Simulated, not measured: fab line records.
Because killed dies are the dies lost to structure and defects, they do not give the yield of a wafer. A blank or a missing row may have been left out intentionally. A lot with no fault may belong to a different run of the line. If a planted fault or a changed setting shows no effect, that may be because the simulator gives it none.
A single fault, viewed from 2 desks || flow gf180mcu || every desk sees just its own numbers, and what lay behind them comes last

== AT THE METROLOGY DESK ==
Means of the sampled wafers that have a number, per lot and without regard to the tool the lot ran on: this is what the gauges read. The brackets show how far a lot's mean lies from the usual mean; more than 4 standard deviations puts the lot out of limits, marked OUT.
Columns: A = POLY_GATE_CVD_00_THK at GF_POLY_GATE_THK_MEAS_01, usual 200.8 nm
{"lot": "L115", "first seen here": "day 8 15:01", "A": 198.3}
{"lot": "L116", "first seen here": "day 8 20:43", "A": 199.3}
{"lot": "L117", "first seen here": "day 9 02:46", "A": 198.9}
{"lot": "L118", "first seen here": "day 9 11:35", "A": 200.5}
{"lot": "L119", "first seen here": "day 9 13:57", "A": 198.7}
{"lot": "L120", "first seen here": "day 9 22:36", "A": 199.0}
{"lot": "L122", "first seen here": "day 10 09:24", "A": 200.0}
{"lot": "L124", "first seen here": "day 11 02:44", "A": 199.2}
{"lot": "L128", "first seen here": "day 12 05:25", "A": 203.8}
{"lot": "L131", "first seen here": "day 13 02:51", "A": "172.6 (-13) OUT"}
{"lot": "L132", "first seen here": "day 13 07:51", "A": 202.6}
{"lot": "L134", "first seen here": "day 13 22:55", "A": "171.2 (-13) OUT"}
{"lot": "L137", "first seen here": "day 14 19:35", "A": 202.0}
{"lot": "L138", "first seen here": "day 15 08:11", "A": 202.8}
Per this desk, out of limits: L131, L134; the first was L131, day 13 02:51 (POLY_GATE_CVD_00_THK at GF_POLY_GATE_THK_MEAS_01). L115, L116, L117, L118, L119, L120, L122, L124, L128, L132, L137, L138: within limits.

== TOOL OWNER'S DESK, lpcvd-02 ==
The tool's own readings at GF_POLY_GATE_CVD_00 (deposits poly-Si, target thk 200 nm, time 1200 s): means of the sampled wafers that have a number, for each lot that ran on this tool. The brackets show how far a lot's mean lies from the usual mean; more than 4 standard deviations puts the lot out of limits, marked OUT.
Columns: A = spike tc top C at GF_POLY_GATE_CVD_00, usual 637.2 C; B = susceptor temp C at GF_POLY_GATE_CVD_00, usual 619.95 C; C = zone power centre pct at GF_POLY_GATE_CVD_00, usual 9.3 %
{"lot": "L115", "first seen here": "day 8 13:41", "A": 637.7, "B": 619.99, "C": 9.2}
{"lot": "L118", "first seen here": "day 9 10:16", "A": 637.9, "B": 619.93, "C": 9.2}
{"lot": "L119", "first seen here": "day 9 12:37", "A": 638.8, "B": 619.83, "C": 9.1}
{"lot": "L120", "first seen here": "day 9 21:16", "A": 635.3, "B": 620.07, "C": 9.0}
{"lot": "L122", "first seen here": "day 10 08:04", "A": 637.6, "B": 620.19, "C": 9.2}
{"lot": "L124", "first seen here": "day 11 01:24", "A": 637.9, "B": 620.01, "C": 9.1}
{"lot": "L131", "first seen here": "day 13 00:51", "A": 635.0, "B": 619.69, "C": 9.0}
{"lot": "L134", "first seen here": "day 13 21:34", "A": 637.8, "B": 620.05, "C": 9.1}
Result from this desk: across the 8 lots, nothing is out of limits.

== PUT TOGETHER ==
On L131, L134, the metrology desk was in a position to raise an alarm at day 13 02:51.
Nothing out of limits was seen by the tool owner's desk.
Tool owner's desk: L131, L134 on record, inside its limits.
All the named lots went through GF_POLY_GATE_CVD_00 on lpcvd-02.

== WHAT THE SIMULATOR HAD INSERTED ==
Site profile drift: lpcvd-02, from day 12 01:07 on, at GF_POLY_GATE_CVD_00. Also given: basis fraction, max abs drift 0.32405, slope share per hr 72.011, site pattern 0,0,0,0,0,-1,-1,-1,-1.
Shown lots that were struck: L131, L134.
Time in hours between the start of the fault and the first out-of-limits reading at each desk: metrology desk, 26.
